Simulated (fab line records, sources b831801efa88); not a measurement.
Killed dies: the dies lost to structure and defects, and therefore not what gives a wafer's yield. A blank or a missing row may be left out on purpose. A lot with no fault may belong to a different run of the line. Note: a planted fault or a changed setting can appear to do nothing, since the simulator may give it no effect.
Code-filled problem report in 8D (eight disciplines) form | flow sky130 | the parts of the form that need people (team, actions taken, sign-off) are left out

== 1. WHAT IS WRONG ==
Wafers without a fault read 24.98 C, standard deviation 0.11; temp_c at SKY_FIELD_ISO_WET_ETCH_28 reads a mean of 35.69 C on 6 wafers belonging to 2 lots. That puts it +97 standard deviations away from the usual mean.
The step: etches SiO2 in dHF, target depth 23.7 nm, time 47 s.
First observed at day 4 01:30: wafer L151.1, on wet_bench-03. At this step, 39 wafers from 13 lots have a number in the record. By rule, "out" or "out of limits" means more than 4 standard deviations away from the usual mean. The rest of the wafers with a number are treated as sound.

== 2. WHAT IT IS, WHAT IT ISN'T ==
question                    | is                         | is not
which readings at this step | temp_c, bath_heat_duty_pct | -
which lots                  | L151, L153                 | L143, L144, L145, L146, L147, L148, L149, L152, L160, L162, L164
which wafers of those lots  | all that have a number     | -
read on which tools         | wet_bench-03               | wet_bench-02, wet_bench-04
when                        | from day 4 01:30           | up to then (21 sound wafers); but 12 sound wafers of L152, L160, L162, L164 came after

== 3. WHAT RULES OUT EACH SUSPECT ==
Counting: a tool at a process step up to the reading stays a suspect if it ran every lot that is out and no sound lot after the first of them.
- wet_bench-03 at SKY_FIELD_ISO_WET_ETCH_28 (etches SiO2 in dHF, target depth 23.7 nm, time 47 s): kept. It processed each lot that is out, first L151 at day 4 01:30, and no sound lot thereafter; up to then, the last sound lot it processed was L149 at day 3 20:18. Its own readings are out on those wafers: bath_heat_duty_pct, temp_c.
Left after counting: wet_bench-03 at SKY_FIELD_ISO_WET_ETCH_28.

== 4. THE CAUSE (what the simulator had put in) ==
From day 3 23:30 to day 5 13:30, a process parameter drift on wet_bench-03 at SKY_FIELD_ISO_WET_ETCH_28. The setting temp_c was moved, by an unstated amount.
This tool alone remained once counting was done.

== 5. THE CHAIN OF EFFECTS, in route order ==
Rows list readings where the struck wafers' mean (over those with a number) sits beyond 3 standard deviations from the usual. Readings are gone through only where the record gives a usual standard deviation; hours: the median, over the lots, of the time from a lot's start at the first step in this table giving one to that lot's start at this step; sigmas: the change measured in usual standard deviations.
hours | step                      | reading            | usual   | on struck wafers | change | sigmas
0     | SKY_FIELD_ISO_WET_ETCH_28 | bath_heat_duty_pct | 6.6 %   | 25.5             | +18.9  | +23
0     | SKY_FIELD_ISO_WET_ETCH_28 | temp_c             | 24.98 C | 35.69            | +10.71 | +97
The process steps in it:
- SKY_FIELD_ISO_WET_ETCH_28: etches SiO2 in dHF, target depth 23.7 nm, time 47 s.
Later steps that measure or inspect, where all struck wafers having a row at the step show a number for every such reading and not one has moved that far: SKY_VT_ADJUST_HVTR_CD_MEAS_07.

== 6. WHAT WOULD HAVE CAUGHT IT SOONER ==
First out-of-limits reading in this record: day 4 01:30, which is 2 hours after fault onset at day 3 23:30.
